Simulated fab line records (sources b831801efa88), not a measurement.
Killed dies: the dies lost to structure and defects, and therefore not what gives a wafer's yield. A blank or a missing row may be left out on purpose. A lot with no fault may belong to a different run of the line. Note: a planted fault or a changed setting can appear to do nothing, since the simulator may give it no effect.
Chamber matching | flow gf180mcu | GF_V3_CMP_26 on cmp-01 has 4 sister chambers
The step polishes, stops on SiO2, t overpolish 15 s, target thk 0 nm. 4 wafers are shown with their chamber, then 7 later ones without.

== WAFERS, EACH WITH ITS CHAMBER ==
wafer  | chamber | motor-current-A (A)
L868.1 | 2       | 13.3
L868.5 | 3       | 9.9
L873.3 | 0       | 11.5
L873.4 | 1       | 10.0

== WAFERS MISSING THEIR CHAMBER ==
wafer  | motor-current-A (A)
L873.6 | 11.7
L874.2 | 13.0
L874.3 | 11.7
L874.6 | 9.5
L881.3 | 11.3
L881.5 | 12.8
L881.6 | 10.0

== WHICH CHAMBER EACH WENT THROUGH ==
wafer  | from the rows above     | in truth
L873.6 | 0                       | 0
L874.2 | 2                       | 2
L874.3 | 0                       | 0
L874.6 | can't be placed: 3 or 1 | 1
L881.3 | 0                       | 0
L881.5 | 2                       | 2
L881.6 | can't be placed: 1 or 3 | 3
Correctly placed: 5 of 7. Unplaceable from these rows: 2, with the true chamber sitting among the candidates in 2. Number placed wrongly: 0.
How it was worked out, from the rows above alone: a wafer's distance from a chamber is the root of the sum, over the readings, of the square of ((its reading less the chamber's mean) divided by the reading's scatter). If the next closest chamber is less than 2 further off than the closest, the wafer can't be placed; otherwise it belongs to the closest. The mean given for a chamber averages the wafers shown for that chamber. The scatter: with one shown wafer a chamber, the root of the mean of the squares of how far each hidden wafer lies from its nearest shown one.
